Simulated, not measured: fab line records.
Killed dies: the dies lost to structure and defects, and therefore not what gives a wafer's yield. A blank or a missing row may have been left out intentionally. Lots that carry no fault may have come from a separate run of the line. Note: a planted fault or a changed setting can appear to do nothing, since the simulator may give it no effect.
A lot that was struck, set against a sound lot ; flow sky130 ; 15 steps out of a route of 708
Sound: wafers L957.1, L957.3, L957.4. Struck: wafer L964.6. (L964.3 of the same lot was not struck and is left out.) The cause comes at the end.
Per side, at each step with rows, come the tool, then ch with its chambers, and then its first start. Under that, the readings that differ: sound wafers ; struck wafers ; difference of the means ; sigmas: that difference in standard deviations of wafers without a fault.
alike: words and numbers the same on both sides, and readings whose means are apart by under 2 such deviations; not compared: readings that were withheld, readings missing a value for some wafer, numbers with overlapping values and no deviation given by the record, and bounds like >300 which may hide the same value.
A row with sigmas, a row that says differs or no value, or rows on one side alone: a step with any of these is where the two part. When numbers do not overlap yet have no deviation, they are printed without sigmas and do not part them. Lack of a reading on every wafer of one side parts them only where that side has two or more wafers.

SKY_VIA3_ETCH_14: etches BARC in N2/H2, stops on SiO2, time 45.9 s, target depth 60 nm.
  sound on rieDiel-03 ch 1,2,3, day 41 04:58; struck on rieDiel-03 ch 1, day 43 10:19
  alike: chamberPressureMTorr, drypumpMotorCurrentA, oesProductAu, throttleValvePct
  not compared: rfHoursCounterH
SKY_VIA3_ETCH_15: etches SiO2 in C4F8/O2/Ar, stops on TiN, target depth 507 nm, time 78 s.
  sound on rieDiel-03 ch 1,2,3, day 41 05:01; struck on rieDiel-03 ch 1, day 43 10:22
  alike: chamberPressureMTorr, oesProductAu
  not compared: rfHoursCounterH
SKY_VIA3_STRIP_16: strips in O2/N2.
  sound on plasmaAsher-01 ch 0,1, day 41 05:04; struck on plasmaAsher-04 ch 0, day 43 10:27
  alike: chamberPressureMTorr, drypumpMotorCurrentA, oesProductAu, stripTimeToEndpointS
  not compared: rfHoursCounterH
then, 4 steps without rows for these wafers: SKY_VIA3_STRIP_17 (strips in post etch residue remover, time 1200 s); SKY_VIA3_CLEAN_18 (cleans in IPA, time 180 s); SKY_VIA3_CLEAN_19 (cleans in O3/DIW); SKY_VIA3_SPUTTER_20 (material TiN, target thk 20 nm, time 80 s).
SKY_VIA3_CVD_21: deposits W, target thk 390 nm, time 117.31 s.
  sound on cvdW-02 ch 0,1, day 41 05:43; struck on cvdW-01 ch 1, day 43 11:08
  alike: heaterPowerW
SKY_VIA3_RS_MEAS_22: uses a four-point probe to measure.
  sound on filmMetro-02, day 41 05:50; struck on filmMetro-02, day 43 11:16
  alike: VIA3_W_RS
SKY_VIA3_THK_MEAS_23: measures by xrf.
  sound on filmMetro-02, day 41 05:58; struck on filmMetro-02, day 43 11:22
  alike: VIA3_W_THK
then, 1 step without rows for these wafers: SKY_VIA3_CMP_24 (polishes, stops on SiO2, t overpolish 20 s, target thk 0 nm).
SKY_METAL4_SPUTTER_00: material Ti, target thk 15 nm, time 10 s.
  sound on pvdSputter-01, day 41 06:19; struck on pvdSputter-01, day 43 11:42
  alike: throttleValvePct
SKY_METAL4_SPUTTER_01: material TiN, target thk 20 nm, time 16.7 s.
  sound on pvdSputter-01, day 41 06:21; struck on pvdSputter-01, day 43 11:44
reading;sound;struck;difference;sigmas
model.TiN_of_METAL4_SPUTTER_01.thkNm (nm);20.12 19.89 19.62;28.69;+8.81;
  alike: throttleValvePct
then, 1 step without rows for these wafers: SKY_METAL4_SPUTTER_02 (material AlCu, target thk 735 nm, time 39.1 s).
SKY_PAD_OPEN_PROBE_99:
  sound wafers here have rows in the record (prober-02, day 47 01:47); struck ones have none

WHERE THEY PART
Within this record, at SKY_PAD_OPEN_PROBE_99 only.

WHY: what the simulator had put in
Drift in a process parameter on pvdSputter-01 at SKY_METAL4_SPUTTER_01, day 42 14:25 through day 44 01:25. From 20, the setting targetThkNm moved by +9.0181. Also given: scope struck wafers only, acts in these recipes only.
